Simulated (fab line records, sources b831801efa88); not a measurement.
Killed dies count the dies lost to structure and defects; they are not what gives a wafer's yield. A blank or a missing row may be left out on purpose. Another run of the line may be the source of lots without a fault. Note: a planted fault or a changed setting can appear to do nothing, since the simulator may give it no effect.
Which of the tools did it?	flow gf180mcu	7 lots, 21 wafers sampled, at 2 steps of a route of 602

== WHAT THE GAUGES READ, wafer by wafer ==
GF_VT_IMPLANT_TW_MEAS_21.
lot	measured	on	VT_IMPLANT_2_TW
L668	day 6 17:06	filmMetro-02	1234 1230 1230
L670	day 7 05:32	filmMetro-01	1228 1228 1222
L674	day 8 10:44	filmMetro-02	1230 1227 1234
L678	day 9 08:49	filmMetro-04	1218 1210 1217
L680	day 10 00:00	filmMetro-02	1228 1225 1237
L684	day 10 23:09	filmMetro-02	1197 1203 1195
L689	day 12 13:32	filmMetro-04	1225 1227 1217

== WHAT TOOL EACH LOT RAN ON (gives the tool, then ch and the chambers of the sampled wafers, and finally the start) ==
lot	GF_VT_IMPLANT_IMPLANT_19
L668	implanter-04 ch 0, day 6 16:52
L670	implanter-01 ch 0, day 7 05:17
L674	implanter-03 ch 0, day 8 10:31
L678	implanter-04 ch 0, day 9 08:35
L680	implanter-03 ch 0, day 9 23:46
L684	implanter-03 ch 0, day 10 22:54
L689	implanter-04 ch 0, day 12 13:17
- GF_VT_IMPLANT_IMPLANT_19

== THE ANSWER, worked out from the rows above alone ==
Rule: usual is defined by the lots themselves. Put in order of their means at a reading, lots are off if they are a third of the lots or fewer, leave a main group of 4 or more, and stand apart from it by a gap of 3 or more times the standard deviation of the main group's means; of several such gaps the widest counts. A main group whose means are all the same, to the digits that the tables above print for the reading, isn't used. Also off: a lot with no number at a reading for which 4 or more lots have one. All remaining lots with rows at the step are treated as sound.
None of the lots is off at any reading shown; this tells nothing.

== WHAT THE SIMULATOR HAD INSERTED ==
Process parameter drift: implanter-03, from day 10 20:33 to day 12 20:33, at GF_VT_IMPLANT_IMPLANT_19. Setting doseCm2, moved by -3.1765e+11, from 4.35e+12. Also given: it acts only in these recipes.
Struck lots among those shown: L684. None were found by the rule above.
